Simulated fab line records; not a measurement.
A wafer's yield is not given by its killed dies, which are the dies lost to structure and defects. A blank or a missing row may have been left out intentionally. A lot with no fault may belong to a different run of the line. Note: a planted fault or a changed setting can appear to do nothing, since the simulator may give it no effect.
Problem report, 8D (eight disciplines) form, completed by code + flow sky130 + the parts of the form that need people (team, actions taken, sign-off) are left out

== 1. WHAT IS WRONG ==
Across 6 wafers from 2 lots, NWELL_2_TW at SKY_NWELL_TW_MEAS_26 averages 30.6, while fault-free wafers read 507.0 with a standard deviation of 2.5. So: -99 or more standard deviations from the usual mean.
The first sign was on wafer L652.2 at day 7 23:01, on filmMetro-03. The record has a number at this step for 42 wafers belonging to 14 lots. Rule for "out", or "out of limits": more than 4 standard deviations from the usual mean. The rest of the wafers with a number are treated as sound.

== 2. WHAT THIS IS AND IS NOT ==
| question                    | is                         | is not                                                                          |
|-----------------------------|----------------------------|---------------------------------------------------------------------------------|
| which readings at this step | NWELL_2_TW                 | -                                                                               |
| which lots                  | L652, L656                 | L642, L643, L644, L645, L646, L647, L648, L649, L650, L660, L664, L665          |
| which wafers of those lots  | all that have a number     | -                                                                               |
| read on which gauges        | filmMetro-01, filmMetro-03 | filmMetro-02                                                                    |
| when                        | from day 7 23:01           | up to then (27 sound wafers); but 9 sound wafers of L660, L664, L665 came after |

== 3. THE SUSPECTS, EACH WITH WHAT RULES IT OUT ==
Counting: a tool at a process step up to the reading stays a suspect if it ran every lot that is out and no sound lot after the first of them.
- the gauge at SKY_NWELL_TW_MEAS_26 has been ruled out. Those wafers that are out were read across 2 gauges (filmMetro-01, filmMetro-03).
- lithoTrack-04 at SKY_NWELL_DEVELOP_22 (develop time 60 s): kept. It ran every lot that is out, first L652 (day 7 22:00), and no sound lot after that; its last sound lot up to then is L647 (day 6 17:00).
After counting, what remains is lithoTrack-04 at SKY_NWELL_DEVELOP_22.

== 4. THE CAUSE (what the simulator had put in) ==
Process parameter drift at SKY_NWELL_DEVELOP_22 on lithoTrack-04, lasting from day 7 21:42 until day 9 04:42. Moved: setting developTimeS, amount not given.
After counting, this tool was the only one left.

== 5. SEQUENCE OF EFFECTS, ordered by route ==
Rows list readings where the struck wafers' mean (over those with a number) sits beyond 3 standard deviations from the usual. Only readings whose record carries a usual standard deviation are examined. hours: median over the lots of the time between each lot's start at the first step of this table that gives one and its start at this step. sigmas: the change, counted in usual standard deviations.
| hours | step                 | reading    | usual | on struck wafers | change | sigmas      |
|-------|----------------------|------------|-------|------------------|--------|-------------|
| 0     | SKY_NWELL_TW_MEAS_26 | NWELL_2_TW | 507.0 | 30.6             | -476.4 | -99 or more |
Readings that are blank on the struck wafers while sound wafers have them: NWELL_01_OVL at SKY_NWELL_OVL_MEAS_23.
At these later measuring or inspecting steps, every struck wafer for which the step has a row has a number for every such reading, and none has moved that far: SKY_VT_ADJUST_HVTP_TW_MEAS_11.

== 6. WHAT WOULD HAVE CAUGHT IT SOONER ==
In this record the first reading out of limits at a measuring or inspecting step was taken at day 7 23:01, 1 hour after the fault began at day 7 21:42.
Between SKY_NWELL_DEVELOP_22 and SKY_NWELL_TW_MEAS_26, SKY_NWELL_OVL_MEAS_23 gave no NWELL_01_OVL on the struck wafers, where sound wafers have one: a measuring or inspecting step that comes back empty is itself a sign.
L656, from the lots that are out (2), started SKY_NWELL_DEVELOP_22 on lithoTrack-04 later than day 7 23:01. A hold on the tool at that time would have spared it.
